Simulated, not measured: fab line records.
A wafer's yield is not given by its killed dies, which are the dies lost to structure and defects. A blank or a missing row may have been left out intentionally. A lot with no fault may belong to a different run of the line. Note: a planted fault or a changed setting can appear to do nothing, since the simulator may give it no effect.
Comparing a struck lot with a sound one + flow gf180mcu + 18 out of 602 route steps
Sound: these wafers, L801.1, L801.4, L801.6. The struck wafers were L811.3, L811.4, L811.6. The cause is named last.
Per side, at each step with rows, come the tool, then ch with its chambers, and then its first start. Under that, the readings that differ: sound wafers + struck wafers + difference of the means + sigmas: that difference in standard deviations of wafers without a fault.
alike: same words and numbers on both sides, and readings whose means sit less than 2 such deviations apart. not compared: any withheld reading, any reading some wafer has no value for, any bound like >300 that may hide the same value, and any number with overlapping values for which the record gives no deviation.
The two part at a step that has a row with sigmas, a row that says differs or no value, or rows on one side only. Numbers that don't overlap but have no deviation are shown without sigmas and don't part them. A reading that every wafer of one side lacks parts them only if that side has two wafers or more.

GF_STI_BOW_MEAS_00:
  sound on film metro-03, day 3 02:00; struck on film metro-02, day 5 04:02
  alike: INCOMING_BOW
then, 1 step without rows for these wafers: GF_STI_OXIDATION_01 (stabilise 600 s, purge 300 s, target thk 10 nm).
GF_STI_THK_MEAS_02:
  sound on film metro-02, day 3 03:31; struck on film metro-01, day 5 06:53
  alike: STI_OXIDATION_THK
then, 1 step without rows for these wafers: GF_STI_CVD_03 (deposits Si3N4 from DCS/NH3, target thk 207.16 nm, time 3551 s).
GF_STI_THK_MEAS_04:
  sound on film metro-01, day 3 05:34; struck on film metro-03, day 5 08:56
| reading             | sound             | struck            | difference | sigmas |
|---------------------|-------------------|-------------------|------------|--------|
| STI_CVD_03_THK (nm) | 207.9 207.8 206.6 | 202.9 204.1 201.9 | -4.5       | -2     |
then, 2 steps without rows for these wafers: GF_STI_DEHYDRATE_05 (time 60 s); GF_STI_HMDS_06 (prime time 60 s).
GF_STI_COAT_07: resist thk 700 nm.
  sound on litho track-02 ch 0, day 3 11:41; struck on litho track-02 ch 0, day 5 15:23
| reading                              | sound           | struck            | difference | sigmas |
|--------------------------------------|-----------------|-------------------|------------|--------|
| model.KrF_of_STI_COAT_07.thk nm (nm) | 700.4 700 699.8 | 728.9 726.9 728.3 | +28.0      |        |
  alike: exhaust pa, resist line temp C
then, 4 steps without rows for these wafers: GF_STI_SOFTBAKE_08 (time 60 s); GF_STI_EXPOSE_09 (exposes mask COMP, target cd 220 nm); GF_STI_PEB_10 (peb time 90 s); GF_STI_DEVELOP_11 (develop time 60 s).
GF_STI_CD_MEAS_12 targets a cd of 220 nm.
  sound on cd sem-01, day 3 18:29; struck on cd sem-01, day 5 22:44
  alike: cd nm
GF_STI_ETCH_13: etches the open film in CHF3/O2, stops on Si, target depth 282.31 nm, time 112.9 s.
  sound on rie diel-01 ch 0,2,3, day 3 18:37; struck on rie diel-02 ch 1,2,3, day 5 22:49
  alike: drypump motor current A, oes product au, throttle valve pct
  not compared: rf hours counter h
GF_STI_ETCH_14: etches Si in HBr/Cl2/O2, target depth 360 nm, time 102.9 s.
  sound on rie si-02 ch 0,1,2, day 3 18:41; struck on rie si-02 ch 2,3, day 5 22:53
| reading                              | sound             | struck          | difference | sigmas |
|--------------------------------------|-------------------|-----------------|------------|--------|
| model.KrF_of_STI_COAT_07.thk nm (nm) | 316.9 314.8 315.2 | 344.8 344 340.9 | +27.6      |        |
  alike: drypump motor current A, oes product au, throttle valve pct
  not compared: rf hours counter h
GF_STI_STRIP_15: strips in O2/N2.
  sound on plasma asher-03 ch 0, day 3 18:46; struck on plasma asher-03 ch 0,1, day 5 23:00
| reading                      | sound          | struck         | difference | sigmas |
|------------------------------|----------------|----------------|------------|--------|
| strip time to endpoint s (s) | 3.69 3.68 3.69 | 3.98 3.98 3.94 | +0.28      | +7     |
  alike: drypump motor current A, heater power w, oes product au
  not compared: rf hours counter h
then, 2 steps without rows for these wafers: GF_STI_CLEAN_16 (cleans in dHF, time 25 s); GF_PASSIVATION_PROBE_99.

WHERE THEY PART
At GF_STI_THK_MEAS_04 first; at GF_STI_STRIP_15 last (within this record only).

WHY: what the simulator had put in
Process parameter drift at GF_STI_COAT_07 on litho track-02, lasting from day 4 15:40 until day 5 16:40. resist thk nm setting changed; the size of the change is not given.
